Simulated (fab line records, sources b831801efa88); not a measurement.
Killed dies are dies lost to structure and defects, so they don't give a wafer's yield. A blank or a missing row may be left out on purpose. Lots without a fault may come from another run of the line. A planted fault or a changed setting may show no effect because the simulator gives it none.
A struck lot beside a sound one | flow gf180mcu | 14 steps out of a route of 602
Sound: wafers L583.3, L583.4, L583.6. Struck: wafers L581.2, L581.3, L581.5. The cause comes at the end.
At each step with rows: each side's tool, then ch and its chambers, then its first start. Under that, the readings that differ: sound wafers | struck wafers | difference of the means | sigmas: that difference in standard deviations of wafers without a fault.
alike: readings whose means differ by less than 2 such deviations, and words and numbers that are the same on both sides. not compared: withheld readings, readings that some wafer has no value for, bounds like >300 that may hide the same value, and numbers for which the record gives no deviation and whose values overlap.
The two part at a step that has a row with sigmas, a row that says differs or no value, or rows on one side only. Numbers that don't overlap but have no deviation are shown without sigmas and don't part them. A reading that every wafer of one side lacks parts them only if that side has two wafers or more.

GF_MIM_SPUTTER_07: material TiN, target thk 60 nm, time 50 s.
  sound on pvd_sputter-04, day 30 23:03; struck on pvd_sputter-04, day 30 11:10
  alike: cathode_dc_power_W, throttle_valve_pct
GF_MIM_SPUTTER_08: material AlCu, target thk 200 nm, time 10.6 s.
  sound on pvd_sputter-04, day 30 23:05; struck on pvd_sputter-04, day 30 11:12
  alike: cathode_dc_power_W, throttle_valve_pct
GF_MIM_SPUTTER_09: material TiN, target thk 35 nm, time 29.2 s.
  sound on pvd_sputter-04, day 30 23:07; struck on pvd_sputter-04, day 30 11:13
  alike: cathode_dc_power_W, throttle_valve_pct
GF_MIM_RS_MEAS_10: measures by four-point-probe.
  sound on film_metro-03, day 30 23:11; struck on film_metro-03, day 30 11:17
  alike: MIM_ALCU_RS
GF_MIM_THK_MEAS_11: measures by xrf.
  sound on film_metro-03, day 30 23:17; struck on film_metro-03, day 30 11:23
  alike: MIM_ALCU_THK
then, 7 steps without rows for these wafers: GF_MIM_DEHYDRATE_12 (time 60 s); GF_MIM_HMDS_13 (prime time 60 s); GF_MIM_COAT_14 (resist thk 1000 nm); GF_MIM_SOFTBAKE_15 (time 60 s); GF_MIM_EXPOSE_16 (exposes mask FuseTop, target cd 2000 nm); GF_MIM_PEB_17; GF_MIM_DEVELOP_18 (develop time 60 s).
GF_MIM_METAL_ETCH_19: etches the open film in Cl2/BCl3, stops on Si3N4, target depth 324.5 nm, time 54.1 s.
  sound on rie_metal-04 ch 0,1, day 31 16:44; struck on rie_metal-03 ch 0,1, day 31 05:08
  reading    | sound             | struck            | difference | sigmas
  bias_w (W) | 139.7 139.7 139.8 | 114.6 113.9 113.8 | -25.6      | -60
  alike: drypump_motor_current_A, oes_product_au, throttle_valve_pct
  not compared: rf_hours_counter_h, model.NOVOLAK_of_MIM_COAT_14.thk_nm
GF_MIM_STRIP_20: strips in O2/N2.
  sound on plasma_asher-03 ch 0,1, day 31 16:49; struck on plasma_asher-02 ch 0,1, day 31 05:12
  alike: drypump_motor_current_A, heater_power_w, oes_product_au, platen_temp_c, strip_time_to_endpoint_s
  not compared: rf_hours_counter_h

WHERE THEY PART
Only at GF_MIM_METAL_ETCH_19, within this record. Later steps at which nothing parts them and some readings are alike: GF_MIM_STRIP_20.

WHY: what the simulator had put in
Process parameter drift: rie_metal-03, from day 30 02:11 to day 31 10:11, at GF_MIM_METAL_ETCH_19. Setting bias_w, moved by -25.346, from 140. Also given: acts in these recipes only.
